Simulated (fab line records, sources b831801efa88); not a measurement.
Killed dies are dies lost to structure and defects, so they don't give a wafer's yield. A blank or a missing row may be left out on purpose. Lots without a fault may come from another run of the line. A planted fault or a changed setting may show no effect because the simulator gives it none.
Chamber matching | flow gf180mcu | GF_V1_STRIP_19 on wet_bench-04: 4 sister chambers
The step strips in post etch residue remover, time 1200 s. 4 wafers are shown with their chamber, then 8 later ones without.

WAFERS WITH THEIR CHAMBER
wafer  | chamber | bath_guard_temp_C (C)
L919.5 | 2       | 73.1
L925.6 | 0       | 72.0
L926.6 | 1       | 72.6
L938.1 | 3       | 73.1

WAFERS WITHOUT THEIR CHAMBER
wafer  | bath_guard_temp_C (C)
L938.2 | 72.5
L938.6 | 73.0
L939.1 | 72.2
L939.4 | 71.9
L939.5 | 72.3
L940.2 | 72.5
L940.3 | 73.1
L940.4 | 72.6

WHICH CHAMBER EACH WENT THROUGH
wafer  | from the rows above     | in truth
L938.2 | 1                       | 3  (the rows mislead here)
L938.6 | can't be placed: 2 or 3 | 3
L939.1 | can't be placed: 0 or 1 | 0
L939.4 | 0                       | 0
L939.5 | can't be placed: 0 or 1 | 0
L940.2 | 1                       | 1
L940.3 | can't be placed: 2 or 3 | 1
L940.4 | 1                       | 1
Placed correctly: 3 of 8. Can't be placed from these rows: 4 (the true chamber is among the candidates in 3). Placed wrongly: 1.
How it was worked out, from the rows above alone: a wafer's distance from a chamber is the root of the sum, over the readings, of the square of ((its reading less the chamber's mean) divided by the reading's scatter). The wafer belongs to the nearest chamber; if the next one is less than 2 further off, it can't be placed. A chamber's mean is the mean of its shown wafers. The scatter: with one shown wafer a chamber, the root of the mean of the squares of how far each hidden wafer lies from its nearest shown one.
